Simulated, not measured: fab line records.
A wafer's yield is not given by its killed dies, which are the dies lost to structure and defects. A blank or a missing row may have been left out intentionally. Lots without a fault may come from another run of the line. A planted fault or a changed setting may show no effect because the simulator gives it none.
Which tool was responsible? + flow gf180mcu + 39 wafers from 13 lots sampled at 2 of the route's 602 steps

== WHAT THE GAUGES READ, wafer by wafer ==
GF_M2_RS_MEAS_05: a four-point-probe measurement. Usual: M2_ALCU_RS gives 0.0695 ohm/sq (standard deviation 0.00079).
| lot  | measured     | on            | M2_ALCU_RS (ohm/sq)  | flag |
|------|--------------|---------------|----------------------|------|
| L740 | day 18 06:42 | film_metro-03 | 0.0703 0.0704 0.0698 |      |
| L741 | day 19 01:35 | film_metro-02 | 0.0690 0.0695 0.0686 |      |
| L742 | day 19 14:55 | film_metro-03 | 0.0682 0.0690 0.0691 |      |
| L743 | day 19 20:37 | film_metro-03 | 0.0696 0.0700 0.0689 |      |
| L744 | day 20 09:24 | film_metro-03 | 0.0698 0.0691 0.0697 |      |
| L747 | day 21 08:58 | film_metro-03 | 0.0691 0.0688 0.0689 |      |
| L748 | day 21 14:10 | film_metro-03 | 0.0688 0.0692 0.0694 |      |
| L749 | day 21 22:17 | film_metro-02 | 0.0689 0.0684 0.0694 |      |
| L751 | day 22 20:19 | film_metro-02 | 0.0690 0.0696 0.0689 |      |
| L752 | day 23 03:47 | film_metro-04 | 0.0685 0.0688 0.0683 |      |
| L754 | day 23 18:15 | film_metro-04 | 0.0707 0.0705 0.0705 |      |
| L755 | day 24 05:05 | film_metro-03 | 0.0707 0.0708 0.0706 |      |
| L760 | day 25 18:58 | film_metro-04 | 0.0707 0.0710 0.0704 |      |

== WHICH TOOL RAN EACH LOT (tool, then ch and the chambers of the sampled wafers, then the start) ==
| lot  | GF_V1_SPUTTER_22             |
|------|------------------------------|
| L740 | pvd_sputter-03, day 18 05:50 |
| L741 | pvd_sputter-02, day 19 00:41 |
| L742 | pvd_sputter-02, day 19 14:03 |
| L743 | pvd_sputter-03, day 19 19:44 |
| L744 | pvd_sputter-03, day 20 08:31 |
| L747 | pvd_sputter-03, day 21 07:55 |
| L748 | pvd_sputter-02, day 21 13:19 |
| L749 | pvd_sputter-02, day 21 21:26 |
| L751 | pvd_sputter-02, day 22 19:28 |
| L752 | pvd_sputter-03, day 23 02:54 |
| L754 | pvd_sputter-02, day 23 17:23 |
| L755 | pvd_sputter-02, day 24 04:11 |
| L760 | pvd_sputter-04, day 25 18:05 |
- GF_V1_SPUTTER_22: material TiN, target thk 10 nm, time 40 s.

== WHAT THE TOOLS THEMSELVES READ (means of the sampled wafers that have a number; where no wafer has one, the mark that the record gives instead) ==
GF_V1_SPUTTER_22. Usual: throttle_valve_pct 29.5 %, standard deviation 0.72.
| lot  | tool           | throttle_valve_pct (%) | flag |
|------|----------------|------------------------|------|
| L740 | pvd_sputter-03 | 29.9                   |      |
| L741 | pvd_sputter-02 | 29.7                   |      |
| L742 | pvd_sputter-02 | 29.7                   |      |
| L743 | pvd_sputter-03 | 29.6                   |      |
| L744 | pvd_sputter-03 | 30.0                   |      |
| L747 | pvd_sputter-03 | 29.7                   |      |
| L748 | pvd_sputter-02 | 29.5                   |      |
| L749 | pvd_sputter-02 | 29.5                   |      |
| L751 | pvd_sputter-02 | 29.6                   |      |
| L752 | pvd_sputter-03 | 29.5                   |      |
| L754 | pvd_sputter-02 | 29.5                   |      |
| L755 | pvd_sputter-02 | 29.6                   |      |
| L760 | pvd_sputter-04 | 29.4                   |      |

== THE ANSWER, worked out from the rows above alone ==
Rule: a lot is off if the mean of its wafers that have a number lies more than 3 standard deviations from the usual mean. Also off: a lot with no number at a reading for which 4 or more lots have one. All remaining lots with rows at the step are treated as sound. Order of review: gauges by route order, followed by the tools' own readings, for which a lot's mean as printed above is used. The first step at which some lot is off is used, and at that step the reading that is off furthest; a lot without a number counts as furthest.
None of the lots is off at any reading shown; this tells nothing.

== WHAT THE SIMULATOR HAD INSERTED ==
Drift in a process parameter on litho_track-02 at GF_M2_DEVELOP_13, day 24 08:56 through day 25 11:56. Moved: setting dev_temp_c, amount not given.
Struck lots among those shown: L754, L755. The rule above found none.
